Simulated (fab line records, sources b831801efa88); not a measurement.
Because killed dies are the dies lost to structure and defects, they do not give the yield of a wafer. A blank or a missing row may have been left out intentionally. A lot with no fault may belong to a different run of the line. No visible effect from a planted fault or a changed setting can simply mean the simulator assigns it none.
Which of the tools did it? || flow sky130 || 13 lots with 39 wafers sampled at 3 steps, on a route of 708 steps

## WHAT EACH GAUGE READ, for each wafer
SKY_LDD_HVN_OVL_MEAS_07.
{"lot": "L422", "measured": "day 20 10:58", "on": "overlay-01", "LDD_HVN_OVL (nm)": "-4.3 -0.7 -3.3"}
{"lot": "L423", "measured": "day 20 20:24", "on": "overlay-01", "LDD_HVN_OVL (nm)": "-0.9 -2.3 -1.9"}
{"lot": "L426", "measured": "day 23 12:39", "on": "overlay-01", "LDD_HVN_OVL (nm)": "-3.3 -0.3 -1.2"}
{"lot": "L428", "measured": "day 23 12:57", "on": "overlay-02", "LDD_HVN_OVL (nm)": "-0.1 0.5 -3.0"}
{"lot": "L427", "measured": "day 23 13:28", "on": "overlay-01", "LDD_HVN_OVL (nm)": "-3.0 -1.5 -4.6"}
{"lot": "L429", "measured": "day 23 15:36", "on": "overlay-02", "LDD_HVN_OVL (nm)": "-0.4 -2.5 -1.2"}
{"lot": "L430", "measured": "day 24 00:52", "on": "overlay-02", "LDD_HVN_OVL (nm)": "-2.8 -2.8 -1.9"}
{"lot": "L432", "measured": "day 24 21:41", "on": "overlay-02", "LDD_HVN_OVL (nm)": "0.2 0.7 1.5"}
{"lot": "L439", "measured": "day 27 10:53", "on": "overlay-01", "LDD_HVN_OVL (nm)": "1.3 0.1 1.6"}
{"lot": "L437", "measured": "day 27 12:45", "on": "overlay-01", "LDD_HVN_OVL (nm)": "-2.2 -1.8 -0.5"}
{"lot": "L438", "measured": "day 27 12:55", "on": "overlay-02", "LDD_HVN_OVL (nm)": "-0.7 1.1 -1.4"}
{"lot": "L442", "measured": "day 28 15:02", "on": "overlay-01", "LDD_HVN_OVL (nm)": "-3.0 -1.3 -1.4"}
{"lot": "L443", "measured": "day 28 16:33", "on": "overlay-02", "LDD_HVN_OVL (nm)": "-0.6 -1.4 0.7"}

SKY_LDD_LDN_TW_MEAS_13.
{"lot": "L422", "measured": "day 22 22:49", "on": "film-metro-03", "LDD_LDN_TW": "1469 1477 1470"}
{"lot": "L423", "measured": "day 23 09:23", "on": "film-metro-04", "LDD_LDN_TW": "1480 1482 1484"}
{"lot": "L426", "measured": "day 26 00:35", "on": "film-metro-01", "LDD_LDN_TW": "1475 1480 1475"}
{"lot": "L428", "measured": "day 26 01:27", "on": "film-metro-01", "LDD_LDN_TW": "1477 1464 1479"}
{"lot": "L427", "measured": "day 26 01:41", "on": "film-metro-04", "LDD_LDN_TW": "1487 1490 1492"}
{"lot": "L429", "measured": "day 26 04:34", "on": "film-metro-04", "LDD_LDN_TW": "1488 1488 1489"}
{"lot": "L430", "measured": "day 26 13:32", "on": "film-metro-01", "LDD_LDN_TW": "1477 1475 1485"}
{"lot": "L432", "measured": "day 27 08:56", "on": "film-metro-03", "LDD_LDN_TW": "1467 1468 1475"}
{"lot": "L439", "measured": "day 29 20:25", "on": "film-metro-01", "LDD_LDN_TW": "1461 1464 1466"}
{"lot": "L437", "measured": "day 29 21:59", "on": "film-metro-03", "LDD_LDN_TW": "1467 1462 1464"}
{"lot": "L438", "measured": "day 29 22:17", "on": "film-metro-04", "LDD_LDN_TW": "1473 1477 1481"}
{"lot": "L442", "measured": "day 31 00:15", "on": "film-metro-03", "LDD_LDN_TW": "1465 1467 1471"}
{"lot": "L443", "measured": "day 31 01:26", "on": "film-metro-01", "LDD_LDN_TW": "1478 1478 1474"}

## EACH LOT AND THE TOOL THAT RAN IT (in order: tool; ch and the chambers of the sampled wafers; start)
{"lot": "L422", "SKY_LDD_LDN_IMPLANT_08": "implanter-01 ch 0, day 22 22:09"}
{"lot": "L423", "SKY_LDD_LDN_IMPLANT_08": "implanter-04 ch 0, day 23 08:41"}
{"lot": "L426", "SKY_LDD_LDN_IMPLANT_08": "implanter-03 ch 0, day 25 23:55"}
{"lot": "L428", "SKY_LDD_LDN_IMPLANT_08": "implanter-04 ch 0, day 26 00:45"}
{"lot": "L427", "SKY_LDD_LDN_IMPLANT_08": "implanter-03 ch 0, day 26 00:59"}
{"lot": "L429", "SKY_LDD_LDN_IMPLANT_08": "implanter-03 ch 0, day 26 03:52"}
{"lot": "L430", "SKY_LDD_LDN_IMPLANT_08": "implanter-01 ch 0, day 26 12:50"}
{"lot": "L432", "SKY_LDD_LDN_IMPLANT_08": "implanter-01 ch 0, day 27 08:16"}
{"lot": "L439", "SKY_LDD_LDN_IMPLANT_08": "implanter-04 ch 0, day 29 19:45"}
{"lot": "L437", "SKY_LDD_LDN_IMPLANT_08": "implanter-04 ch 0, day 29 21:17"}
{"lot": "L438", "SKY_LDD_LDN_IMPLANT_08": "implanter-01 ch 0, day 29 21:35"}
{"lot": "L442", "SKY_LDD_LDN_IMPLANT_08": "implanter-03 ch 0, day 30 23:35"}
{"lot": "L443", "SKY_LDD_LDN_IMPLANT_08": "implanter-01 ch 0, day 31 00:44"}
- SKY_LDD_LDN_IMPLANT_08

## WHAT THE TOOLS THEMSELVES READ (means of the sampled wafers that have a number; where no wafer has one, the mark that the record gives instead)
SKY_LDD_LDN_IMPLANT_08.
{"lot": "L422", "tool": "implanter-01", "dose-ions-cm2": 1.2482e+13, "faraday-current-uA": 71.8}
{"lot": "L423", "tool": "implanter-04", "dose-ions-cm2": 1.2493e+13, "faraday-current-uA": 70.1}
{"lot": "L426", "tool": "implanter-03", "dose-ions-cm2": 1.2500e+13, "faraday-current-uA": 70.8}
{"lot": "L428", "tool": "implanter-04", "dose-ions-cm2": 1.2495e+13, "faraday-current-uA": 70.4}
{"lot": "L427", "tool": "implanter-03", "dose-ions-cm2": 1.2499e+13, "faraday-current-uA": 71.7}
{"lot": "L429", "tool": "implanter-03", "dose-ions-cm2": 1.2494e+13, "faraday-current-uA": 70.1}
{"lot": "L430", "tool": "implanter-01", "dose-ions-cm2": 1.2490e+13, "faraday-current-uA": 71.0}
{"lot": "L432", "tool": "implanter-01", "dose-ions-cm2": 1.2503e+13, "faraday-current-uA": 69.9}
{"lot": "L439", "tool": "implanter-04", "dose-ions-cm2": 1.1649e+13, "faraday-current-uA": 66.1}
{"lot": "L437", "tool": "implanter-04", "dose-ions-cm2": 1.1629e+13, "faraday-current-uA": 66.2}
{"lot": "L438", "tool": "implanter-01", "dose-ions-cm2": 1.2510e+13, "faraday-current-uA": 70.4}
{"lot": "L442", "tool": "implanter-03", "dose-ions-cm2": 1.2500e+13, "faraday-current-uA": 71.7}
{"lot": "L443", "tool": "implanter-01", "dose-ions-cm2": 1.2502e+13, "faraday-current-uA": 70.2}

## THE ANSWER, worked out from the rows above alone
Rule: the usual values come from the lots themselves. The widest of any qualifying gaps counts: lots, ordered by their means at a reading, are off when they make up no more than a third of the lots, leave a main group of 4 or more, and stand apart from it by 3 or more times the standard deviation of that group's means. A main group is skipped when, at the precision printed for the reading in the tables above, its means are all equal. Also off: a lot with no number at a reading for which 4 or more lots have one. Any other lot the step has rows for is counted as sound. First the gauges in route order, then the tools' own readings, where a lot's mean is used as printed above. At the first step where some lot is off, the reading lying furthest off is the one used; lots without a number count as furthest.
Off: L439, L437 (SKY_LDD_LDN_IMPLANT_08, dose-ions-cm2). The main group: mean 1.2497e+13, standard deviation 7.1e+09.
A tool fits if, at that step or a process step before it, it ran every lot that is off, and no sound lot after the first of them. One fits: SKY_LDD_LDN_IMPLANT_08 on implanter-04. A fault onset in the window from L428 (day 26 00:45, its last sound lot) to L439 (day 29 19:45, its first lot off) fits.
The tool's own readings at SKY_LDD_LDN_IMPLANT_08 bear it out: on the lots that are off they differ by more than 5 times the standard deviation of the sound lots' means. dose-ions-cm2 reads 1.1639e+13 there against 1.2497e+13 on the sound lots; faraday-current-uA reads 66.2 there against 70.7 on the sound lots.

## WHAT WAS PUT IN BY THE SIMULATOR
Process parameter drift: implanter-04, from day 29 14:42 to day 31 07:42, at SKY_LDD_LDN_IMPLANT_08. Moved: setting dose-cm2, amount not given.
Shown lots that were struck: L439, L437. The rule given above showed the same thing.
